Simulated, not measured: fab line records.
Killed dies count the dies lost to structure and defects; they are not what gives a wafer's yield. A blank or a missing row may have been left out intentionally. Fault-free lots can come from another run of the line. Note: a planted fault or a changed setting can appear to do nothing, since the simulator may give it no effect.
Which tool is to blame? || flow sky130 || 36 wafers from 12 lots sampled at 6 of the route's 708 steps

== WHAT EACH GAUGE READ, for each wafer ==
SKY_SONOS_ONO_CD_MEAS_13: the cd target is 410 nm.
{"lot": "L325", "measured": "day 13 02:39", "on": "cd-sem-01", "cd-nm (nm)": "412.2 411.6 411.3"}
{"lot": "L326", "measured": "day 13 15:52", "on": "cd-sem-01", "cd-nm (nm)": "407.4 408.1 405.4"}
{"lot": "L327", "measured": "day 13 22:17", "on": "cd-sem-02", "cd-nm (nm)": "409.1 411.2 409.7"}
{"lot": "L329", "measured": "day 14 10:22", "on": "cd-sem-01", "cd-nm (nm)": "406.2 406.5 405.6"}
{"lot": "L330", "measured": "day 14 22:16", "on": "cd-sem-02", "cd-nm (nm)": "413.5 411.6 411.8"}
{"lot": "L331", "measured": "day 15 03:16", "on": "cd-sem-02", "cd-nm (nm)": "409.4 408.4 409.7"}
{"lot": "L332", "measured": "day 15 14:34", "on": "cd-sem-01", "cd-nm (nm)": "407.1 404.6 406.8"}
{"lot": "L336", "measured": "day 16 23:03", "on": "cd-sem-01", "cd-nm (nm)": "412.8 411.8 411.1"}
{"lot": "L340", "measured": "day 18 04:37", "on": "cd-sem-02", "cd-nm (nm)": "405.1 403.9 405.3"}
{"lot": "L341", "measured": "day 18 14:34", "on": "cd-sem-02", "cd-nm (nm)": "408.8 409.7 409.9"}
{"lot": "L343", "measured": "day 19 14:37", "on": "cd-sem-02", "cd-nm (nm)": "411.7 410.5 410.7"}
{"lot": "L345", "measured": "day 20 11:06", "on": "cd-sem-02", "cd-nm (nm)": "411.2 409.8 408.9"}

SKY_SONOS_ONO_OVL_MEAS_14.
{"lot": "L325", "measured": "day 13 02:45", "on": "overlay-01", "SONOS_ONO_OVL (nm)": "-1.5 -0.3 -0.2"}
{"lot": "L326", "measured": "day 13 15:59", "on": "overlay-02", "SONOS_ONO_OVL (nm)": "0.2 1.3 1.6"}
{"lot": "L327", "measured": "day 13 22:23", "on": "overlay-02", "SONOS_ONO_OVL (nm)": "-0.1 -0.5 0.8"}
{"lot": "L329", "measured": "day 14 10:29", "on": "overlay-02", "SONOS_ONO_OVL (nm)": "1.0 0.2 -0.2"}
{"lot": "L330", "measured": "day 14 22:23", "on": "overlay-02", "SONOS_ONO_OVL (nm)": "0.1 2.3 2.4"}
{"lot": "L331", "measured": "day 15 03:23", "on": "overlay-02", "SONOS_ONO_OVL (nm)": "-0.6 -1.4 1.7"}
{"lot": "L332", "measured": "day 15 14:41", "on": "overlay-01", "SONOS_ONO_OVL (nm)": "-1.8 -1.9 -0.9"}
{"lot": "L336", "measured": "day 16 23:08", "on": "overlay-02", "SONOS_ONO_OVL (nm)": "2.1 1.1 0.2"}
{"lot": "L340", "measured": "day 18 04:44", "on": "overlay-01", "SONOS_ONO_OVL (nm)": "1.9 1.3 -0.3"}
{"lot": "L341", "measured": "day 18 14:41", "on": "overlay-02", "SONOS_ONO_OVL (nm)": "0.7 0.8 0.0"}
{"lot": "L343", "measured": "day 19 14:44", "on": "overlay-02", "SONOS_ONO_OVL (nm)": "-1.7 -0.6 -1.7"}
{"lot": "L345", "measured": "day 20 11:11", "on": "overlay-02", "SONOS_ONO_OVL (nm)": "1.1 0.5 0.8"}

SKY_POLY_GATE_OVL_MEAS_14.
{"lot": "L325", "measured": "day 16 21:00", "on": "overlay-02", "POLY_GATE_OVL (nm)": "-4 -1 -1"}
{"lot": "L326", "measured": "day 17 11:02", "on": "overlay-01", "POLY_GATE_OVL (nm)": "-4 -5 -4"}
{"lot": "L327", "measured": "day 17 20:54", "on": "overlay-01", "POLY_GATE_OVL (nm)": "0 -1 2"}
{"lot": "L329", "measured": "day 18 09:26", "on": "overlay-02", "POLY_GATE_OVL (nm)": "2 -7 7"}
{"lot": "L330", "measured": "day 18 20:11", "on": "overlay-01", "POLY_GATE_OVL (nm)": "0 4 0"}
{"lot": "L331", "measured": "day 19 04:35", "on": "overlay-02", "POLY_GATE_OVL (nm)": "-7 4 -1"}
{"lot": "L332", "measured": "day 19 16:14", "on": "overlay-01", "POLY_GATE_OVL (nm)": "-4 -1 -4"}
{"lot": "L336", "measured": "day 21 03:51", "on": "overlay-01", "POLY_GATE_OVL (nm)": "-1 6 0"}
{"lot": "L340", "measured": "day 22 11:53", "on": "overlay-02", "POLY_GATE_OVL (nm)": "-4 0 2"}
{"lot": "L341", "measured": "day 22 16:11", "on": "overlay-01", "POLY_GATE_OVL (nm)": "-4 0 0"}
{"lot": "L343", "measured": "day 23 19:11", "on": "overlay-01", "POLY_GATE_OVL (nm)": "7 -3 -1"}
{"lot": "L345", "measured": "day 24 12:11", "on": "overlay-02", "POLY_GATE_OVL (nm)": "-2 -3 0"}

SKY_LDD_N_TW_MEAS_17.
{"lot": "L325", "measured": "day 18 07:01", "on": "film-metro-03", "LDD_N_TW": "2594 2585 2592"}
{"lot": "L326", "measured": "day 18 22:39", "on": "film-metro-03", "LDD_N_TW": "2576 2592 2587"}
{"lot": "L327", "measured": "day 19 07:28", "on": "film-metro-03", "LDD_N_TW": "2575 2580 2591"}
{"lot": "L329", "measured": "day 19 19:56", "on": "film-metro-03", "LDD_N_TW": "2587 2582 2586"}
{"lot": "L330", "measured": "day 20 06:15", "on": "film-metro-01", "LDD_N_TW": "2608 2592 2582"}
{"lot": "L331", "measured": "day 20 15:00", "on": "film-metro-03", "LDD_N_TW": "2605 2589 2614"}
{"lot": "L332", "measured": "day 21 04:33", "on": "film-metro-02", "LDD_N_TW": "2592 2591 2602"}
{"lot": "L336", "measured": "day 22 14:01", "on": "film-metro-03", "LDD_N_TW": "2666 2652 2665"}
{"lot": "L340", "measured": "day 23 22:05", "on": "film-metro-02", "LDD_N_TW": "2589 2583 2598"}
{"lot": "L341", "measured": "day 24 00:33", "on": "film-metro-01", "LDD_N_TW": "2649 2643 2646"}
{"lot": "L343", "measured": "day 25 03:35", "on": "film-metro-01", "LDD_N_TW": "2590 2595 2595"}
{"lot": "L345", "measured": "day 25 20:01", "on": "film-metro-01", "LDD_N_TW": "2585 2597 2573"}

== EACH LOT AND THE TOOL THAT RAN IT (in order: tool; ch and the chambers of the sampled wafers; start) ==
{"lot": "L325", "SKY_LDD_N_IMPLANT_09": "implanter-02 ch 0, day 18 05:54", "SKY_LDD_N_STRIP_16": "plasma-asher-01 ch 0,1, day 18 06:56"}
{"lot": "L326", "SKY_LDD_N_IMPLANT_09": "implanter-04 ch 0, day 18 21:30", "SKY_LDD_N_STRIP_16": "plasma-asher-01 ch 0,1, day 18 22:33"}
{"lot": "L327", "SKY_LDD_N_IMPLANT_09": "implanter-02 ch 0, day 19 06:19", "SKY_LDD_N_STRIP_16": "plasma-asher-01 ch 0, day 19 07:21"}
{"lot": "L329", "SKY_LDD_N_IMPLANT_09": "implanter-03 ch 0, day 19 18:47", "SKY_LDD_N_STRIP_16": "plasma-asher-02 ch 0,1, day 19 19:50"}
{"lot": "L330", "SKY_LDD_N_IMPLANT_09": "implanter-04 ch 0, day 20 05:06", "SKY_LDD_N_STRIP_16": "plasma-asher-02 ch 0,1, day 20 06:09"}
{"lot": "L331", "SKY_LDD_N_IMPLANT_09": "implanter-04 ch 0, day 20 13:51", "SKY_LDD_N_STRIP_16": "plasma-asher-02 ch 1, day 20 14:54"}
{"lot": "L332", "SKY_LDD_N_IMPLANT_09": "implanter-04 ch 0, day 21 03:24", "SKY_LDD_N_STRIP_16": "plasma-asher-03 ch 0,1, day 21 04:27"}
{"lot": "L336", "SKY_LDD_N_IMPLANT_09": "implanter-04 ch 0, day 22 12:54", "SKY_LDD_N_STRIP_16": "plasma-asher-03 ch 0,1, day 22 13:56"}
{"lot": "L340", "SKY_LDD_N_IMPLANT_09": "implanter-02 ch 0, day 23 20:56", "SKY_LDD_N_STRIP_16": "plasma-asher-01 ch 0,1, day 23 21:59"}
{"lot": "L341", "SKY_LDD_N_IMPLANT_09": "implanter-04 ch 0, day 23 23:24", "SKY_LDD_N_STRIP_16": "plasma-asher-03 ch 0,1, day 24 00:27"}
{"lot": "L343", "SKY_LDD_N_IMPLANT_09": "implanter-03 ch 0, day 25 02:26", "SKY_LDD_N_STRIP_16": "plasma-asher-01 ch 0,1, day 25 03:29"}
{"lot": "L345", "SKY_LDD_N_IMPLANT_09": "implanter-02 ch 0, day 25 18:54", "SKY_LDD_N_STRIP_16": "plasma-asher-01 ch 0,1, day 25 19:56"}
- SKY_LDD_N_IMPLANT_09
- SKY_LDD_N_STRIP_16: strips in O2/N2.

== AS READ BY THE TOOLS THEMSELVES (means over the sampled wafers that have a number; for cases with no such wafer, the mark the record gives instead) ==
SKY_LDD_N_IMPLANT_09.
{"lot": "L325", "tool": "implanter-02", "beam-on-s (s)": 9.87, "dose-ions-cm2": 7.5e+13, "faraday-current-uA": 428}
{"lot": "L326", "tool": "implanter-04", "beam-on-s (s)": 10.00, "dose-ions-cm2": 7.5e+13, "faraday-current-uA": 422}
{"lot": "L327", "tool": "implanter-02", "beam-on-s (s)": 9.95, "dose-ions-cm2": 7.5e+13, "faraday-current-uA": 425}
{"lot": "L329", "tool": "implanter-03", "beam-on-s (s)": 10.05, "dose-ions-cm2": 7.5e+13, "faraday-current-uA": 421}
{"lot": "L330", "tool": "implanter-04", "beam-on-s (s)": 9.86, "dose-ions-cm2": 7.5e+13, "faraday-current-uA": 429}
{"lot": "L331", "tool": "implanter-04", "beam-on-s (s)": 9.98, "dose-ions-cm2": 7.5e+13, "faraday-current-uA": 424}
{"lot": "L332", "tool": "implanter-04", "beam-on-s (s)": 9.83, "dose-ions-cm2": 7.5e+13, "faraday-current-uA": 430}
{"lot": "L336", "tool": "implanter-04", "beam-on-s (s)": 11.68, "dose-ions-cm2": 1.2e+14, "faraday-current-uA": 590}
{"lot": "L340", "tool": "implanter-02", "beam-on-s (s)": 9.94, "dose-ions-cm2": 7.5e+13, "faraday-current-uA": 425}
{"lot": "L341", "tool": "implanter-04", "beam-on-s (s)": 11.76, "dose-ions-cm2": 1.2e+14, "faraday-current-uA": 587}
{"lot": "L343", "tool": "implanter-03", "beam-on-s (s)": 9.94, "dose-ions-cm2": 7.5e+13, "faraday-current-uA": 425}
{"lot": "L345", "tool": "implanter-02", "beam-on-s (s)": 9.94, "dose-ions-cm2": 7.5e+13, "faraday-current-uA": 426}

SKY_LDD_N_STRIP_16.
{"lot": "L325", "tool": "plasma-asher-01", "drypump-motor-current-A (A)": 5.2, "oes-product-au (a.u.)": 0.403, "strip-time-to-endpoint-s (s)": 4.300}
{"lot": "L326", "tool": "plasma-asher-01", "drypump-motor-current-A (A)": 5.5, "oes-product-au (a.u.)": 0.404, "strip-time-to-endpoint-s (s)": 4.332}
{"lot": "L327", "tool": "plasma-asher-01", "drypump-motor-current-A (A)": 5.8, "oes-product-au (a.u.)": 0.404, "strip-time-to-endpoint-s (s)": 4.327}
{"lot": "L329", "tool": "plasma-asher-02", "drypump-motor-current-A (A)": 5.6, "oes-product-au (a.u.)": 0.410, "strip-time-to-endpoint-s (s)": 4.337}
{"lot": "L330", "tool": "plasma-asher-02", "drypump-motor-current-A (A)": 5.4, "oes-product-au (a.u.)": 0.404, "strip-time-to-endpoint-s (s)": 4.323}
{"lot": "L331", "tool": "plasma-asher-02", "drypump-motor-current-A (A)": 5.1, "oes-product-au (a.u.)": 0.405, "strip-time-to-endpoint-s (s)": 4.303}
{"lot": "L332", "tool": "plasma-asher-03", "drypump-motor-current-A (A)": 6.2, "oes-product-au (a.u.)": 0.414, "strip-time-to-endpoint-s (s)": 4.324}
{"lot": "L336", "tool": "plasma-asher-03", "drypump-motor-current-A (A)": 6.2, "oes-product-au (a.u.)": 0.411, "strip-time-to-endpoint-s (s)": 4.445}
{"lot": "L340", "tool": "plasma-asher-01", "drypump-motor-current-A (A)": 5.5, "oes-product-au (a.u.)": 0.407, "strip-time-to-endpoint-s (s)": 4.317}
{"lot": "L341", "tool": "plasma-asher-03", "drypump-motor-current-A (A)": 6.2, "oes-product-au (a.u.)": 0.403, "strip-time-to-endpoint-s (s)": 4.441}
{"lot": "L343", "tool": "plasma-asher-01", "drypump-motor-current-A (A)": 5.2, "oes-product-au (a.u.)": 0.410, "strip-time-to-endpoint-s (s)": 4.326}
{"lot": "L345", "tool": "plasma-asher-01", "drypump-motor-current-A (A)": 5.2, "oes-product-au (a.u.)": 0.407, "strip-time-to-endpoint-s (s)": 4.307}

== THE ANSWER, worked out from the rows above alone ==
Rule: the usual values come from the lots themselves. Put in order of their means at a reading, lots are off if they are a third of the lots or fewer, leave a main group of 4 or more, and stand apart from it by a gap of 3 or more times the standard deviation of the main group's means; of several such gaps the widest counts. A main group whose means are all the same, to the digits that the tables above print for the reading, isn't used. Also off: a lot with no number at a reading for which 4 or more lots have one. The other lots that the step has rows for count as sound. After the gauges, taken in route order, come the tools' own readings; for these a lot's mean is taken, as printed above. The first step at which some lot is off is used, and at that step the reading that is off furthest; a lot without a number counts as furthest.
Off: at SKY_LDD_N_TW_MEAS_17 (LDD_N_TW), L336, L341. Mean 2590 and standard deviation 5.9 in the main group.
A tool fits if, at a process step before that reading, it ran every lot that is off, and no sound lot after the first of them. Not tried: the gauges at SKY_LDD_N_TW_MEAS_17; whatever is off there is also off at SKY_LDD_N_IMPLANT_09, on other tools, and gauge error can't account for it. 2 tools fit, implanter-04 at SKY_LDD_N_IMPLANT_09 and plasma-asher-03 at SKY_LDD_N_STRIP_16, so this cannot tell which one it is.

== WHAT HAD BEEN PUT IN BY THE SIMULATOR ==
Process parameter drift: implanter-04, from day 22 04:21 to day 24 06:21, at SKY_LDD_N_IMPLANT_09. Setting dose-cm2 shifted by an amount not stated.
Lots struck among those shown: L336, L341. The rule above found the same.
